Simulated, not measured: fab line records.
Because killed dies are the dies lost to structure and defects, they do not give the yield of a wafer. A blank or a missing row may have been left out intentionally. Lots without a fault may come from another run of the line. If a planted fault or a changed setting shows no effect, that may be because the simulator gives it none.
What tool caused it?    flow sky130    18 wafers from 6 lots sampled at 4 of the route's 708 steps

== WHAT EACH GAUGE READ, for each wafer ==
SKY_NWELL_TW_MEAS_15.
lot   measured     on            NWELL_TW
L486  day 5 12:01  filmMetro-04  1809 1811 1807
L490  day 6 04:26  filmMetro-04  1814 1813 1812
L492  day 6 19:59  filmMetro-04  1809 1812 1812
L494  day 7 10:55  filmMetro-01  919 909 900
L503  day 9 16:12  filmMetro-03  1831 1835 1834
L505  day 9 22:41  filmMetro-01  1842 1833 1841

== TOOL THAT RAN EACH LOT (tool first, then ch and the chambers of the sampled wafers, then the start) ==
lot   SKY_FIELD_ISO_STRIP_16              SKY_PWDE_STRIP_09                   SKY_NWELL_STRIP_14
L486  plasmaAsher-01 ch 0,1, day 3 01:01  plasmaAsher-04 ch 0,1, day 4 17:43  plasmaAsher-01 ch 0,1, day 5 11:55
L490  plasmaAsher-03 ch 0,1, day 3 17:16  plasmaAsher-02 ch 0,1, day 5 09:45  plasmaAsher-02 ch 0,1, day 6 04:20
L492  plasmaAsher-01 ch 0,1, day 4 03:40  plasmaAsher-03 ch 0,1, day 5 23:36  plasmaAsher-01 ch 0,1, day 6 19:54
L494  plasmaAsher-02 ch 0, day 4 16:17    plasmaAsher-03 ch 0,1, day 6 15:36  plasmaAsher-04 ch 1, day 7 10:49
L503  plasmaAsher-02 ch 0,1, day 6 14:41  plasmaAsher-03 ch 0,1, day 8 18:04  plasmaAsher-04 ch 0,1, day 9 16:05
L505  plasmaAsher-02 ch 0,1, day 6 23:34  plasmaAsher-03 ch 0, day 9 00:20    plasmaAsher-04 ch 0,1, day 9 22:35
- SKY_FIELD_ISO_STRIP_16: strips in O2/N2.
- SKY_PWDE_STRIP_09: strips in O2/N2.
- SKY_NWELL_STRIP_14: strips in O2/N2.

== THE ANSWER, worked out from the rows above alone ==
Rule: what is usual is taken from the lots themselves. The widest of any qualifying gaps counts: lots, ordered by their means at a reading, are off when they make up no more than a third of the lots, leave a main group of 4 or more, and stand apart from it by 3 or more times the standard deviation of that group's means. The tables above print the reading to a certain number of digits; a main group whose means all agree to those digits is not used. A lot without any number at a reading at which 4 lots or more have one is off too. Where the step has rows for the other lots, those lots are counted as sound.
Off: L494, seen at SKY_NWELL_TW_MEAS_15 (NWELL_TW). The main group has a mean of 1821 with a standard deviation of 12.
If a tool, at a process step before that reading, ran all the lots that are off and no sound lot after the first of them, it fits. The gauges at SKY_NWELL_TW_MEAS_15 are tried like those tools. No candidate that was tried fits.

== WHAT THE SIMULATOR HAD INSERTED ==
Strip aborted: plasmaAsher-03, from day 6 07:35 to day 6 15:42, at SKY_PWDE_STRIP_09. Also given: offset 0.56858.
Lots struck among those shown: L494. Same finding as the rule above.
